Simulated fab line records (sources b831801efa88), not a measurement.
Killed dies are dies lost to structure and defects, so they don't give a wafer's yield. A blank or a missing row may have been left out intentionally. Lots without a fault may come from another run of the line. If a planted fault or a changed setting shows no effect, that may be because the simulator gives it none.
Chamber matching	flow sky130	SKY_VIA4_CMP_02 on cmp-01 has 4 sister chambers
The step polishes SiO2. 4 wafers are shown with their chamber, then 12 later ones without.

== WAFERS WITH THEIR CHAMBER ==
wafer	chamber	motorCurrentA (A)
L086.1	3	13.0
L088.1	0	12.8
L088.2	2	14.0
L088.3	1	13.6

== WAFERS WITH NO CHAMBER GIVEN ==
wafer	motorCurrentA (A)
L091.1	12.2
L091.2	13.8
L091.5	14.7
L093.1	12.4
L093.4	13.5
L093.5	12.5
L093.2	13.2
L093.3	11.7
L093.6	12.2
L095.1	12.3
L095.4	14.3
L095.5	12.0

== THE CHAMBER EACH PASSED THROUGH ==
wafer	from the rows above	in truth
L091.1	can't be placed: 0 or 3 or 1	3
L091.2	can't be placed: 2 or 1 or 3 or 0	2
L091.5	can't be placed: 2 or 1 or 3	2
L093.1	can't be placed: 0 or 3 or 1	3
L093.4	can't be placed: 1 or 2 or 3 or 0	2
L093.5	can't be placed: 0 or 3 or 1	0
L093.2	can't be placed: 3 or 0 or 1 or 2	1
L093.3	can't be placed: 0 or 3 or 1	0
L093.6	can't be placed: 0 or 3 or 1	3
L095.1	can't be placed: 0 or 3 or 1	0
L095.4	can't be placed: 2 or 1 or 3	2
L095.5	can't be placed: 0 or 3 or 1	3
Correct placement for 0 of the 12. Can't be placed from these rows: 12 (the true chamber is among the candidates in 12). 0 placed wrongly.
How it was worked out, from the rows above alone: a wafer's distance from a chamber is the root of the sum, over the readings, of the square of ((its reading less the chamber's mean) divided by the reading's scatter). The wafer belongs to the nearest chamber; if the next one is less than 2 further off, it can't be placed. The mean given for a chamber averages the wafers shown for that chamber. The scatter: with one shown wafer a chamber, the root of the mean of the squares of how far each hidden wafer lies from its nearest shown one.
